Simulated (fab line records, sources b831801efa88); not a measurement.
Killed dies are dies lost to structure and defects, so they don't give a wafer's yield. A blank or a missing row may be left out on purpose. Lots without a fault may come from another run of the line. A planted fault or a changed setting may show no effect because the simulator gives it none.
Which tool did it? | flow gf180mcu | 11 lots, 33 wafers sampled, at 5 steps of a route of 602

WHAT THE GAUGES READ, wafer by wafer
GF_VT_IMPLANT_OVL_MEAS_18. Usual: VT_IMPLANT_01_OVL 0.3 nm, standard deviation 1.2.
lot  | measured     | on         | VT_IMPLANT_01_OVL (nm) | flag
L932 | day 6 07:52  | overlay-01 | -2.8 -0.3 -1.0         |
L933 | day 6 12:35  | overlay-02 | 1.0 2.8 2.1            |
L936 | day 7 06:54  | overlay-01 | -0.8 -0.2 -0.5         |
L938 | day 7 19:17  | overlay-02 | -2.0 0.4 1.7           |
L940 | day 8 08:28  | overlay-01 | 0.1 -0.2 1.0           |
L941 | day 8 13:22  | overlay-01 | -1.1 1.1 2.5           |
L943 | day 9 05:30  | overlay-02 | 1.9 1.6 1.0            |
L945 | day 9 13:06  | overlay-01 | -0.2 0.8 -0.4          |
L946 | day 9 23:25  | overlay-02 | 0.1 1.1 0.3            |
L949 | day 10 21:40 | overlay-02 | 0.6 -1.1 0.1           |
L952 | day 11 14:28 | overlay-02 | 1.1 0.1 0.0            |

WHICH TOOL RAN EACH LOT (tool, then ch and the chambers of the sampled wafers, then the start)
lot  | GF_STI_ETCH_13                    | GF_STI_ETCH_14                  | GF_STI_STRIP_15                     | GF_MVSD_STRIP_10
L932 | rie_diel-02 ch 1,2, day 2 04:54   | rie_si-01 ch 1,2, day 2 04:59   | plasma_asher-02 ch 0,1, day 2 05:05 | plasma_asher-02 ch 0,1, day 4 12:58
L933 | rie_diel-01 ch 1,2,3, day 2 06:51 | rie_si-02 ch 1,3, day 2 06:56   | plasma_asher-03 ch 0,1, day 2 07:00 | plasma_asher-02 ch 0,1, day 4 17:28
L936 | rie_diel-04 ch 0,2,3, day 2 21:41 | rie_si-01 ch 0,1,2, day 2 21:46 | plasma_asher-03 ch 0,1, day 2 21:51 | plasma_asher-02 ch 0,1, day 5 08:55
L938 | rie_diel-01 ch 0,1,2, day 3 08:47 | rie_si-01 ch 2,3, day 3 08:51   | plasma_asher-03 ch 0,1, day 3 08:56 | plasma_asher-02 ch 0,1, day 5 20:25
L940 | rie_diel-04 ch 0,1,2, day 3 18:33 | rie_si-02 ch 0,2,3, day 3 18:38 | plasma_asher-03 ch 0,1, day 3 18:42 | plasma_asher-02 ch 0,1, day 6 09:08
L941 | rie_diel-01 ch 1,2,3, day 4 00:06 | rie_si-02 ch 1,3, day 4 00:11   | plasma_asher-03 ch 1, day 4 00:15   | plasma_asher-03 ch 0, day 6 14:13
L943 | rie_diel-02 ch 0,1,3, day 4 10:50 | rie_si-02 ch 0,1,2, day 4 10:55 | plasma_asher-03 ch 0,1, day 4 10:59 | plasma_asher-02 ch 0,1, day 7 04:08
L945 | rie_diel-01 ch 0,2, day 4 20:09   | rie_si-02 ch 0,2,3, day 4 20:13 | plasma_asher-03 ch 0,1, day 4 20:18 | plasma_asher-02 ch 0,1, day 7 12:04
L946 | rie_diel-04 ch 1,2,3, day 5 02:18 | rie_si-02 ch 0,2, day 5 02:22   | plasma_asher-03 ch 0,1, day 5 02:29 | plasma_asher-04 ch 0,1, day 7 19:55
L949 | rie_diel-01 ch 1,2, day 5 17:07   | rie_si-02 ch 1,2, day 5 17:12   | plasma_asher-03 ch 0,1, day 5 17:17 | plasma_asher-02 ch 0,1, day 8 17:25
L952 | rie_diel-02 ch 0,1, day 6 09:58   | rie_si-02 ch 0,1,2, day 6 10:02 | plasma_asher-03 ch 1, day 6 10:07   | plasma_asher-03 ch 0,1, day 9 07:28
- GF_STI_ETCH_13: etches the open film in CHF3/O2, stops on Si, target depth 282.31 nm, time 112.9 s.
- GF_STI_ETCH_14: etches Si in HBr/Cl2/O2, target depth 360 nm, time 102.9 s.
- GF_STI_STRIP_15: strips in O2/N2.
- GF_MVSD_STRIP_10: strips in O2/N2.

WHAT THE TOOLS THEMSELVES READ (means of the sampled wafers that have a number; where no wafer has one, the mark that the record gives instead)
GF_STI_ETCH_13. Usual: drypump_motor_current_A 5.8 A, standard deviation 0.58; oes_product_au 0.832 a.u., standard deviation 0.0062; run_length_s 141.3 s, standard deviation 0.62; throttle_valve_pct 8.810 %, standard deviation 0.01.
lot  | tool        | drypump_motor_current_A (A) | oes_product_au (a.u.) | run_length_s (s) | throttle_valve_pct (%) | flag
L932 | rie_diel-02 | 5.1                         | 0.834                 | 140.6            | 8.807                  |
L933 | rie_diel-01 | 6.1                         | 0.834                 | 141.2            | 8.810                  |
L936 | rie_diel-04 | 5.8                         | 0.838                 | 141.3            | 8.811                  |
L938 | rie_diel-01 | 6.3                         | 0.829                 | 141.5            | 8.806                  |
L940 | rie_diel-04 | 5.9                         | 0.824                 | 141.2            | 8.803                  |
L941 | rie_diel-01 | 6.1                         | 0.833                 | 141.3            | 8.808                  |
L943 | rie_diel-02 | 5.6                         | 0.836                 | 141.7            | 8.813                  |
L945 | rie_diel-01 | 6.3                         | 0.963                 | 126.9            | 8.851                  | OFF
L946 | rie_diel-04 | 6.4                         | 0.834                 | 141.4            | 8.809                  |
L949 | rie_diel-01 | 6.2                         | 0.950                 | 127.5            | 8.846                  | OFF
L952 | rie_diel-02 | 5.9                         | 0.835                 | 141.4            | 8.811                  |

GF_STI_ETCH_14. Usual: drypump_motor_current_A 5.7 A, standard deviation 0.46; oes_product_au 0.997 a.u., standard deviation 0.009; run_length_s 131.3 s, standard deviation 0.48; throttle_valve_pct 25.660 %, standard deviation 0.009.
lot  | tool      | drypump_motor_current_A (A) | oes_product_au (a.u.) | run_length_s (s) | throttle_valve_pct (%) | flag
L932 | rie_si-01 | 5.6                         | 0.995                 | 131.8            | 25.653                 |
L933 | rie_si-02 | 5.3                         | 0.996                 | 130.8            | 25.663                 |
L936 | rie_si-01 | 5.4                         | 0.998                 | 131.6            | 25.661                 |
L938 | rie_si-01 | 5.5                         | 1.002                 | 131.6            | 25.662                 |
L940 | rie_si-02 | 5.9                         | 0.994                 | 131.2            | 25.662                 |
L941 | rie_si-02 | 5.5                         | 0.993                 | 131.3            | 25.663                 |
L943 | rie_si-02 | 5.6                         | 0.988                 | 131.5            | 25.663                 |
L945 | rie_si-02 | 5.9                         | 1.003                 | 131.2            | 25.652                 |
L946 | rie_si-02 | 5.8                         | 0.996                 | 131.6            | 25.663                 |
L949 | rie_si-02 | 5.2                         | 0.998                 | 131.2            | 25.656                 |
L952 | rie_si-02 | 5.7                         | 0.993                 | 131.6            | 25.659                 |

GF_STI_STRIP_15. Usual: drypump_motor_current_A 5.95 A, standard deviation 0.27; heater_power_w 353 W, standard deviation 20; oes_product_au 0.384 a.u., standard deviation 0.0049; strip_time_to_endpoint_s 3.74 s, standard deviation 0.051.
lot  | tool            | drypump_motor_current_A (A) | heater_power_w (W) | oes_product_au (a.u.) | strip_time_to_endpoint_s (s) | flag
L932 | plasma_asher-02 | 5.80                        | 349                | 0.387                 | 3.78                         |
L933 | plasma_asher-03 | 5.90                        | 352                | 0.382                 | 3.75                         |
L936 | plasma_asher-03 | 6.08                        | 354                | 0.387                 | 3.73                         |
L938 | plasma_asher-03 | 5.90                        | 352                | 0.380                 | 3.74                         |
L940 | plasma_asher-03 | 6.07                        | 342                | 0.384                 | 3.73                         |
L941 | plasma_asher-03 | 6.25                        | 356                | 0.381                 | 3.78                         |
L943 | plasma_asher-03 | 5.89                        | 359                | 0.389                 | 3.79                         |
L945 | plasma_asher-03 | 6.07                        | 356                | 0.401                 | 4.03                         | OFF
L946 | plasma_asher-03 | 6.08                        | 354                | 0.383                 | 3.74                         |
L949 | plasma_asher-03 | 5.90                        | 359                | 0.397                 | 4.08                         | OFF
L952 | plasma_asher-03 | 6.25                        | 349                | 0.385                 | 3.75                         |

GF_MVSD_STRIP_10. Usual: drypump_motor_current_A 5.91 A, standard deviation 0.27; heater_power_w 348 W, standard deviation 31; oes_product_au 0.723 a.u., standard deviation 0.0045; strip_time_to_endpoint_s 36.96 s, standard deviation 0.1.
lot  | tool            | drypump_motor_current_A (A) | heater_power_w (W) | oes_product_au (a.u.) | strip_time_to_endpoint_s (s) | flag
L932 | plasma_asher-02 | 5.98                        | 324                | 0.725                 | 37.05                        |
L933 | plasma_asher-02 | 5.97                        | 329                | 0.722                 | 37.14                        |
L936 | plasma_asher-02 | 5.81                        | 350                | 0.721                 | 36.78                        |
L938 | plasma_asher-02 | 5.80                        | 351                | 0.725                 | 37.02                        |
L940 | plasma_asher-02 | 5.98                        | 326                | 0.723                 | 37.05                        |
L941 | plasma_asher-03 | 5.73                        | 356                | 0.720                 | 36.83                        |
L943 | plasma_asher-02 | 5.97                        | 327                | 0.724                 | 36.82                        |
L945 | plasma_asher-02 | 5.97                        | 326                | 0.723                 | 37.12                        |
L946 | plasma_asher-04 | 5.96                        | 377                | 0.720                 | 36.92                        |
L949 | plasma_asher-02 | 5.97                        | 329                | 0.721                 | 36.95                        |
L952 | plasma_asher-03 | 5.89                        | 352                | 0.722                 | 37.00                        |

THE ANSWER, worked out from the rows above alone
Rule: a lot is off if the mean of its wafers that have a number lies more than 3 standard deviations from the usual mean. A lot without any number at a reading at which 4 lots or more have one is off too. The other lots that the step has rows for count as sound. The gauges are gone through in route order, then the tools' own readings, and for those a lot's mean is taken as printed above. The first step at which some lot is off is used, and at that step the reading that is off furthest; a lot without a number counts as furthest.
Off: L945, L949, at GF_STI_ETCH_13 (run_length_s).
A tool fits if, at that step or a process step before it, it ran every lot that is off, and no sound lot after the first of them. One fits: rie_diel-01 at GF_STI_ETCH_13. Its last sound lot is L941 (day 4 00:06), its first lot that is off L945 (day 4 20:09): a fault that began between those two fits.
The tool's own readings at GF_STI_ETCH_13 bear it out: on the lots that are off they differ by more than 5 times the standard deviation of the sound lots' means. oes_product_au reads 0.956 a.u. there against 0.833 a.u. on the sound lots; run_length_s reads 127.2 s there against 141.3 s on the sound lots; throttle_valve_pct reads 8.849 % there against 8.809 % on the sound lots.

WHAT THE SIMULATOR HAD PUT IN
Process parameter drift: rie_diel-01, from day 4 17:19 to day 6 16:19, at GF_STI_ETCH_13. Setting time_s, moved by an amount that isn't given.
Lots struck among those shown: L945, L949. The rule above found the same.
